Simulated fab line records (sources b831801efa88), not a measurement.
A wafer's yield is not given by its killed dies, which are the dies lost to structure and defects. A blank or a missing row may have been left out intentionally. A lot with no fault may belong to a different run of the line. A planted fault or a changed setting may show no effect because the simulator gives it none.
One fault through the eyes of 2 desks | flow gf180mcu | numbers are kept per desk, each desk with only its own; the story behind them comes last

== DESK OF THE TOOL OWNER: pvdSputter-01 ==
The tool's own readings at GF_M2_SPUTTER_02 (material AlCu, target thk 450 nm, time 23.9 s): means of the sampled wafers that have a number, for each lot that ran on this tool. If a lot's mean is further than 4 standard deviations from the usual mean, the lot is out of limits and carries the mark OUT (the distance appears in the brackets).
Columns: A = throttleValvePct at GF_M2_SPUTTER_02, usual 30.1 %
lot  | first seen here | A
L325 | day 22 12:58    | 30.6
L326 | day 22 18:10    | 30.4
L333 | day 25 13:30    | 30.4
L336 | day 26 08:12    | 30.4
This desk found nothing out of limits on any of the 4 lots.

== AT THE METROLOGY DESK ==
Lot by lot, what the gauges showed, no matter which tool ran the lot: averages of those sampled wafers that carry a number. If a lot's mean is further than 4 standard deviations from the usual mean, the lot is out of limits and carries the mark OUT (the distance appears in the brackets). Of its 9 readings 7 are shown: those that lie furthest out on some lot.
Columns: A = V1_W_RS at GF_V1_RS_MEAS_24, usual 0.329 ohm/sq; B = V1_W_THK at GF_V1_THK_MEAS_25, usual 360 nm; C = cdNm at GF_M2_CD_MEAS_14, usual 280.0 nm; D = M2_OVL at GF_M2_OVL_MEAS_15, usual 3 nm; E = V2_CVD_00_THK at GF_V2_THK_MEAS_01, usual 601 nm; F = V2_CVD_02_THK at GF_V2_THK_MEAS_03, usual 851 nm; G = V2_BOW at GF_V2_BOW_MEAS_05, usual 98 um
lot  | first seen here | A     | B   | C     | D  | E   | F   | G
L317 | day 19 11:12    | 0.328 | 359 | 280.9 | -6 | 606 | 838 | 88
L325 | day 22 12:22    | 0.333 | 352 | 280.1 | 7  | 605 | 860 | 94
L326 | day 22 17:35    | 0.333 | 361 | 278.5 | 0  | 602 | 836 | 97
L334 | day 25 12:50    | 0.333 | 354 | 281.7 | -2 | 591 | 851 | 101
L333 | day 25 12:55    | 0.331 | 356 | 280.2 | 8  | 595 | 849 | 94
L336 | day 26 07:31    | 0.334 | 352 | 281.7 | 3  | 602 | 853 | 111
This desk found nothing out of limits on any of the 6 lots.

== TAKEN TOGETHER ==
Nothing out of limits was seen by the tool owner's desk.
At the metrology desk, nothing out of limits was observed.

== WHAT HAD BEEN PUT IN BY THE SIMULATOR ==
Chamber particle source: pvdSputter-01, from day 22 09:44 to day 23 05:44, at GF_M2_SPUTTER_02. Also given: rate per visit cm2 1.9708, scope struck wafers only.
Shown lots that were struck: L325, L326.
